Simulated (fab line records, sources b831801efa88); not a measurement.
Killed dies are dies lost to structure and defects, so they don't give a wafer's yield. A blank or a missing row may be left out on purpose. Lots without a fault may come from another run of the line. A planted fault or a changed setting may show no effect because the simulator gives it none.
A struck lot beside a sound one | flow sky130 | 43 steps out of a route of 708
Sound: wafers L299.1, L299.2, L299.5. Struck: wafer L310.2. (L310.4, L310.5 of the same lot were not struck and are left out.) The cause comes at the end.
At each step with rows: each side's tool, then ch and its chambers, then its first start. Under that, the readings that differ: sound wafers | struck wafers | difference of the means | sigmas: that difference in standard deviations of wafers without a fault.
alike: readings whose means differ by less than 2 such deviations, and words and numbers that are the same on both sides. not compared: withheld readings, readings that some wafer has no value for, bounds like >300 that may hide the same value, and numbers for which the record gives no deviation and whose values overlap.
The two part at a step that has a row with sigmas, a row that says differs or no value, or rows on one side only. Numbers that don't overlap but have no deviation are shown without sigmas and don't part them. A reading that every wafer of one side lacks parts them only if that side has two wafers or more.

SKY_LI_CONTACT_CD_MEAS_12: target cd 170 nm.
  sound on cd_sem-01, day 29 03:38; struck on cd_sem-01, day 32 20:49
  alike: cd_nm
SKY_LI_CONTACT_OVL_MEAS_13:
  sound on overlay-01, day 29 03:46; struck on overlay-02, day 32 20:56
  alike: LI_CONTACT_OVL
then, 1 step without rows for these wafers: SKY_LI_CONTACT_ETCH_14 (etches BARC in N2/H2, stops on SiO2, time 45.9 s, target depth 60 nm).
SKY_LI_CONTACT_ETCH_15: etches PSG in C4F8/O2/Ar, stops on Si, target depth 600 nm.
  sound on rie_diel-01 ch 0,2, day 29 03:50; struck on rie_diel-03 ch 2, day 32 21:00
  alike: chamber_pressure_mTorr, oes_product_au
then, 4 steps without rows for these wafers: SKY_LI_CONTACT_STRIP_16 (strips in O2/N2); SKY_LI_CONTACT_CLEAN_17 (cleans in NMP, time 600 s); SKY_LI_CONTACT_PRE_CLEAN_18 (time 5.6 s); SKY_LI_CONTACT_SPUTTER_19 (material Ti, target thk 20 nm, time 106.37 s).
SKY_LI_CONTACT_SPUTTER_20: material TiN, target thk 20 nm, time 80 s.
  sound on pvd_sputter-01, day 29 04:17; struck on pvd_sputter-02, day 32 21:40
  alike: cathode_dc_power_W, throttle_valve_pct
SKY_LI_CONTACT_CVD_21: deposits W, target thk 400 nm, time 120.56 s.
  sound on cvd_w-02 ch 0,1, day 29 04:21; struck on cvd_w-02 ch 0, day 32 21:43
  alike: heater_power_w
SKY_LI_CONTACT_RS_MEAS_22: measures by four-point-probe.
  sound on film_metro-02, day 29 04:29; struck on film_metro-03, day 32 21:52
  alike: LI_CONTACT_W_RS
SKY_LI_CONTACT_THK_MEAS_23: measures by xrf.
  sound on film_metro-02, day 29 04:36; struck on film_metro-03, day 32 21:59
  alike: LI_CONTACT_W_THK
SKY_LI_CONTACT_CMP_24: polishes, stops on PSG, t overpolish 20 s, target thk 0 nm.
  sound on cmp-01 ch 0,1,3, day 29 04:46; struck on cmp-01 ch 1, day 32 22:08
  alike: motor_current_A, overpolish_run_s, retaining_ring_pressure_frac, time_to_endpoint_s
SKY_LOCAL_INTERCONNECT_SPUTTER_00: material TiN, target thk 100 nm, time 83.3 s.
  sound on pvd_sputter-04, day 29 04:58; struck on pvd_sputter-01, day 32 22:20
  alike: cathode_dc_power_W, substrate_temp_c, throttle_valve_pct
SKY_LOCAL_INTERCONNECT_RS_MEAS_01: measures by four-point-probe.
  sound on film_metro-04, day 29 05:01; struck on film_metro-03, day 32 22:25
  alike: LOCAL_INTERCONNECT_TIN_RS
SKY_LOCAL_INTERCONNECT_THK_MEAS_02: measures by xrf.
  sound on film_metro-04, day 29 05:08; struck on film_metro-03, day 32 22:31
  alike: LOCAL_INTERCONNECT_TIN_THK
then, 8 steps without rows for these wafers: SKY_LOCAL_INTERCONNECT_DEHYDRATE_03 (time 60 s); SKY_LOCAL_INTERCONNECT_HMDS_04 (prime time 60 s); SKY_LOCAL_INTERCONNECT_COAT_05 (resist thk 60 nm); SKY_LOCAL_INTERCONNECT_COAT_06 (resist thk 450 nm); SKY_LOCAL_INTERCONNECT_SOFTBAKE_07 (time 90 s); SKY_LOCAL_INTERCONNECT_EXPOSE_08 (exposes mask LI1M, target cd 170 nm); SKY_LOCAL_INTERCONNECT_PEB_09; SKY_LOCAL_INTERCONNECT_DEVELOP_10 (develop time 60 s).
SKY_LOCAL_INTERCONNECT_CD_MEAS_11: target cd 170 nm.
  sound on cd_sem-02, day 30 09:29; struck on cd_sem-01, day 34 00:58
  alike: cd_nm
SKY_LOCAL_INTERCONNECT_OVL_MEAS_12:
  sound on overlay-02, day 30 09:37; struck on overlay-02, day 34 01:04
  alike: LOCAL_INTERCONNECT_OVL
then, 7 steps without rows for these wafers: SKY_LOCAL_INTERCONNECT_ETCH_13 (etches BARC in N2/H2, stops on SiO2, time 45.9 s, target depth 60 nm); SKY_LOCAL_INTERCONNECT_METAL_ETCH_14 (etches TiN in Cl2/BCl3, stops on PSG, target depth 110 nm, time 31.4 s); SKY_LOCAL_INTERCONNECT_STRIP_15 (strips in O2/N2); SKY_LOCAL_INTERCONNECT_STRIP_16 (strips in post etch residue remover, time 1200 s); SKY_LOCAL_INTERCONNECT_CLEAN_17 (cleans in IPA, time 180 s); SKY_LOCAL_INTERCONNECT_CLEAN_18 (cleans in O3/DIW); SKY_CONTACT_CVD_00 (deposits Si3N4, target thk 75 nm).
SKY_CONTACT_THK_MEAS_01:
  sound on film_metro-04, day 30 10:38; struck on film_metro-02, day 34 01:58
  alike: CONTACT_CVD_00_THK
then, 1 step without rows for these wafers: SKY_CONTACT_HDPCVD_02 (deposits SiO2, target thk 565 nm, time 94.2 s).
SKY_CONTACT_THK_MEAS_03:
  sound on film_metro-02, day 30 10:46; struck on film_metro-04, day 34 02:07
  alike: CONTACT_HDPCVD_THK
SKY_CONTACT_CMP_04: polishes SiO2.
  sound on cmp-02 ch 1,3, day 30 10:53; struck on cmp-02 ch 0, day 34 02:13
  alike: motor_current_A, retaining_ring_pressure_frac, time_to_endpoint_s
SKY_CONTACT_BOW_MEAS_05:
  sound on film_metro-04, day 30 11:08; struck on film_metro-04, day 34 02:29
  alike: CONTACT_BOW
then, 4 steps without rows for these wafers: SKY_CONTACT_DEHYDRATE_06 (time 60 s); SKY_CONTACT_HMDS_07 (prime time 60 s); SKY_CONTACT_COAT_08 (resist thk 60 nm); SKY_CONTACT_COAT_09 (resist thk 450 nm).
-- the record jumps here: 14 days lie between the struck wafers' starts before and after (it left off in module CONTACT and takes up again in module PAD_OPEN, whose first step shown is number 708 of the route) --
SKY_PAD_OPEN_PROBE_99:
  sound on prober-01, day 45 17:31; struck on prober-01, day 48 08:39
  reading            | sound    | struck | difference | sigmas
  killed_at_M0_to_M3 | 51 52 43 | 34     | -15        | -2
  killed_at_M4_up    | 6 6 6    | 2      | -4         | -2
  killed_at_contacts | 20 13 26 | 289    | +269       | +48
  killed_dies        | 88 95 95 | 336    | +243       | +27
  killed_on_rim      | 20 14 18 | 60     | +43        | +10
  killed_open        | 49 57 52 | 36     | -17        | -2
  alike: killed_at_front_end, killed_at_other, killed_short

WHERE THEY PART
Only at SKY_PAD_OPEN_PROBE_99, within this record.

WHY: what the simulator had put in
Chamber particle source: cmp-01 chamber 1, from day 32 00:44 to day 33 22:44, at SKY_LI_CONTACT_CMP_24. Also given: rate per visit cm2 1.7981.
